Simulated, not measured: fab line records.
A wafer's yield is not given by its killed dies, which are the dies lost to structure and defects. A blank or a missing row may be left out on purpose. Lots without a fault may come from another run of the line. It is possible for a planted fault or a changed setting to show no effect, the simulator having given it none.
Chamber matching | flow sky130 | SKY_VIA4_CMP_02 on cmp-01 has 4 sister chambers
The step polishes SiO2. 8 wafers are shown with their chamber, then 9 later ones without.

## WAFERS WITH THEIR CHAMBER
wafer  | chamber | motor current A (A) | edge zone pressure frac
L336.4 | 2       | 13.6                | 0.999
L337.2 | 2       | 13.8                | 0.992
L345.3 | 1       | 11.3                | 0.991
L351.3 | 3       | 11.4                | 0.994
L351.6 | 1       | 10.7                | 1.001
L352.1 | 0       | 9.8                 | 1.000
L352.4 | 3       | 10.7                | 1.005
L352.5 | 0       | 9.4                 | 1.002

## WAFERS WHOSE CHAMBER IS MISSING
wafer  | motor current A (A) | edge zone pressure frac
L353.1 | 9.2                 | 0.995
L353.2 | 12.4                | 0.998
L353.4 | 13.2                | 1.002
L357.1 | 12.9                | 1.003
L357.4 | 10.4                | 0.995
L357.6 | 13.1                | 0.999
L359.2 | 13.1                | 0.997
L359.5 | 9.7                 | 0.998
L359.6 | 10.6                | 1.006

## EACH ONE'S CHAMBER
wafer  | from the rows above          | in truth
L353.1 | 0                            | 0
L353.2 | can't be placed: 2 or 3 or 1 | 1
L353.4 | 2                            | 2
L357.1 | 2                            | 2
L357.4 | can't be placed: 1 or 3 or 0 | 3
L357.6 | 2                            | 2
L359.2 | 2                            | 2
L359.5 | 0                            | 0
L359.6 | can't be placed: 3 or 1 or 0 | 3
Placed correctly: 6 of 9. Unplaceable from these rows: 3, with the true chamber sitting among the candidates in 3. Number placed wrongly: 0.
How it was worked out, from the rows above alone: a wafer's distance from a chamber is the root of the sum, over the readings, of the square of ((its reading less the chamber's mean) divided by the reading's scatter). The wafer belongs to the nearest chamber; if the next one is less than 2 further off, it can't be placed. Each chamber's mean is taken over the wafers shown for it. How the scatter is found: for the shown wafers, subtract from each reading the mean of its chamber, square and add these, divide the total by (wafers less chambers), then take the root.
